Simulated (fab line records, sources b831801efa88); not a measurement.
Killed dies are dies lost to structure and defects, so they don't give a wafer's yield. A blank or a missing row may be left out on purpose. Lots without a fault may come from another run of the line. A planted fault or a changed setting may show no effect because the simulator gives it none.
A struck lot beside a sound one | flow sky130 | 16 steps out of a route of 708
Sound: wafers L231.2, L231.4, L231.6. Struck: wafers L225.3, L225.5, L225.6. The cause comes at the end.
At each step with rows: each side's tool, then ch and its chambers, then its first start. Under that, the readings that differ: sound wafers | struck wafers | difference of the means | sigmas: that difference in standard deviations of wafers without a fault.
alike: readings whose means differ by less than 2 such deviations, and words and numbers that are the same on both sides. not compared: withheld readings, readings that some wafer has no value for, bounds like >300 that may hide the same value, and numbers for which the record gives no deviation and whose values overlap.
The two part at a step that has a row with sigmas, a row that says differs or no value, or rows on one side only. Numbers that don't overlap but have no deviation are shown without sigmas and don't part them. A reading that every wafer of one side lacks parts them only if that side has two wafers or more.

SKY_SPACER_THK_MEAS_01:
  sound on film_metro-01, day 29 21:47; struck on film_metro-03, day 28 10:35
  alike: SPACER_CVD_00_THK
SKY_SPACER_ETCHBACK_02: etches Si3N4 in CH3F/O2, stops on SiO2, time 46.7 s, target depth 45 nm.
  sound on rie_diel-01 ch 1,3, day 29 21:50; struck on rie_diel-03 ch 2,3, day 28 10:37
  alike: ch3f_flow_sccm, chamber_pressure_mTorr, drypump_motor_current_A, oes_product_au, throttle_valve_pct
  not compared: rf_hours_counter_h
then, 8 steps without rows for these wafers: SKY_POLY_CUT_DEHYDRATE_00 (time 60 s); SKY_POLY_CUT_HMDS_01 (prime time 60 s); SKY_POLY_CUT_COAT_02 (resist thk 60 nm); SKY_POLY_CUT_COAT_03 (resist thk 450 nm); SKY_POLY_CUT_SOFTBAKE_04 (time 90 s); SKY_POLY_CUT_EXPOSE_05 (exposes mask NPCM, target cd 270 nm); SKY_POLY_CUT_PEB_06; SKY_POLY_CUT_DEVELOP_07 (develop time 60 s).
SKY_POLY_CUT_CD_MEAS_08: target cd 270 nm.
  sound on cd_sem-01, day 31 01:18; struck on cd_sem-01, day 29 14:34
  alike: cd_nm
SKY_POLY_CUT_OVL_MEAS_09:
  sound on overlay-02, day 31 01:24; struck on overlay-01, day 29 14:40
  alike: POLY_CUT_OVL
SKY_POLY_CUT_ETCH_10: etches BARC in N2/H2, stops on SiO2, time 45.9 s, target depth 60 nm.
  sound on rie_diel-01 ch 0,1, day 31 01:26; struck on rie_diel-02 ch 0,1,2, day 29 14:41
  no value came back on the struck wafers for any of 6 readings (bias_w (W), chamber_pressure_mTorr (mTorr) and others); on the sound wafers bias_w (W) reads 99.7 99.8 99.9
  reading                                         | sound             | struck            | difference | sigmas
  model.KrF-thick_of_POLY_CUT_COAT_03.thk_nm (nm) | 407.4 407.5 407.9 | 437.6 437.8 436.5 | +29.7      |
  not compared: rf_hours_counter_h
SKY_POLY_CUT_ETCH_11: etches Si3N4 in CF4/CH2F2/Ar, stops on poly-Si, time 42.5 s, target depth 60 nm.
  sound on rie_diel-01 ch 0,1, day 31 01:29; struck on rie_diel-02 ch 0,1,2, day 29 14:44
  reading                | sound                | struck               | difference | sigmas
  oes_product_au (a.u.)  | 0.832 0.832 0.839    | 0.365 0.377 0.369    | -0.464     | -74
  throttle_valve_pct (%) | 14.997 14.994 14.983 | 14.956 14.950 14.953 | -0.038     | -4
  alike: bias_w, cf4_flow_sccm, chamber_pressure_mTorr, drypump_motor_current_A, mfc_ar_sccm
  not compared: rf_hours_counter_h
SKY_POLY_CUT_STRIP_12: strips in O2/N2.
  sound on plasma_asher-03 ch 0,1, day 31 01:31; struck on plasma_asher-01 ch 0,1, day 29 14:48
  reading                      | sound             | struck            | difference | sigmas
  oes_product_au (a.u.)        | 0.446 0.454 0.453 | 0.471 0.464 0.457 | +0.013     | +3
  strip_time_to_endpoint_s (s) | 5.329 5.356 5.354 | 5.642 5.624 5.627 | +0.285     | +15
  alike: chamber_pressure_mTorr, drypump_motor_current_A, n2_flow_sccm
  not compared: rf_hours_counter_h
-- the record jumps here: 20 days lie between the struck wafers' starts before and after (it left off in module POLY_CUT and takes up again in module PAD_OPEN, whose first step shown is number 708 of the route) --
SKY_PAD_OPEN_PROBE_99:
  sound on prober-02, day 50 09:32; struck on prober-02, day 49 13:45
  reading             | sound    | struck      | difference | sigmas
  killed_at_front_end | 11 11 9  | 412 412 413 | +402       | +99 or more
  killed_dies         | 70 82 84 | 492 492 492 | +413       | +44
  killed_on_rim       | 14 16 17 | 96 96 96    | +80        | +23
  killed_short        | 30 34 34 | 39 51 49    | +14        | +2
  alike: killed_at_M0_to_M3, killed_at_M4_up, killed_at_contacts, killed_at_other, killed_open

WHERE THEY PART
First at SKY_POLY_CUT_ETCH_10; last, within this record, at SKY_PAD_OPEN_PROBE_99.

WHY: what the simulator had put in
Skipped step whole: rie_diel-02, from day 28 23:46 on, at SKY_POLY_CUT_ETCH_10. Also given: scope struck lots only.
